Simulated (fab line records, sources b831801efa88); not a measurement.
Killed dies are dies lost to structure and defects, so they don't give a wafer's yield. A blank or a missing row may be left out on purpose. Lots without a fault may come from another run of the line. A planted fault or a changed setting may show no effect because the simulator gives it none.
Chamber matching | flow gf180mcu | GF_V4_CVD_00 on hdpcvd-02: 3 sister chambers
The step deposits SiO2, target thk 600 nm, time 100 s. 14 wafers are shown with their chamber, then 7 later ones without.

WAFERS WITH THEIR CHAMBER
wafer  | chamber | run_length_s (s) | pressure_mtorr (mTorr)
L865.1 | 2       | 127.8            | 6.012
L865.3 | 1       | 127.2            | 5.981
L865.6 | 1       | 127.7            | 6.000
L866.2 | 1       | 127.2            | 6.014
L866.3 | 2       | 127.7            | 6.013
L866.4 | 1       | 127.1            | 6.003
L868.1 | 1       | 127.4            | 6.008
L868.4 | 2       | 127.8            | 6.000
L868.5 | 1       | 127.6            | 6.018
L870.2 | 0       | 128.6            | 6.012
L870.3 | 1       | 127.2            | 6.019
L870.5 | 2       | 127.5            | 5.976
L878.2 | 1       | 127.3            | 6.010
L878.3 | 2       | 127.7            | 5.996

SIGNATURES (means of the wafers above)
reading        | chamber 0 | chamber 1 | chamber 2 | scatter within a chamber
run_length_s   | 128.600   | 127.338   | 127.700   | 0.186
pressure_mtorr | 6.01200   | 6.00662   | 5.99940   | 0.0134
Rule: a wafer's distance from a chamber is the root of the sum, over the readings, of the square of ((its reading less the chamber's mean) divided by the reading's scatter). The wafer belongs to the nearest chamber; if the next one is less than 2 further off, it can't be placed. The scatter: the root of (the sum of the squares of (reading less its chamber's mean) over the shown wafers, divided by (wafers less chambers)).

WAFERS WITHOUT THEIR CHAMBER
wafer  | run_length_s (s) | pressure_mtorr (mTorr)
L878.4 | 127.2            | 5.997
L884.1 | 128.0            | 6.030
L884.3 | 128.1            | 6.022
L884.4 | 128.4            | 6.004
L886.1 | 128.5            | 5.984
L886.2 | 128.0            | 5.989
L886.4 | 127.8            | 6.029

WHICH CHAMBER EACH WENT THROUGH
wafer  | from the rows above          | in truth
L878.4 | can't be placed: 1 or 2      | 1
L884.1 | can't be placed: 2 or 0 or 1 | 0
L884.3 | can't be placed: 2 or 0 or 1 | 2
L884.4 | 0                            | 0
L886.1 | 0                            | 0
L886.2 | can't be placed: 2 or 0      | 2
L886.4 | can't be placed: 2 or 1      | 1
Placed correctly: 2 of 7. Can't be placed from these rows: 5 (the true chamber is among the candidates in 5). Placed wrongly: 0.
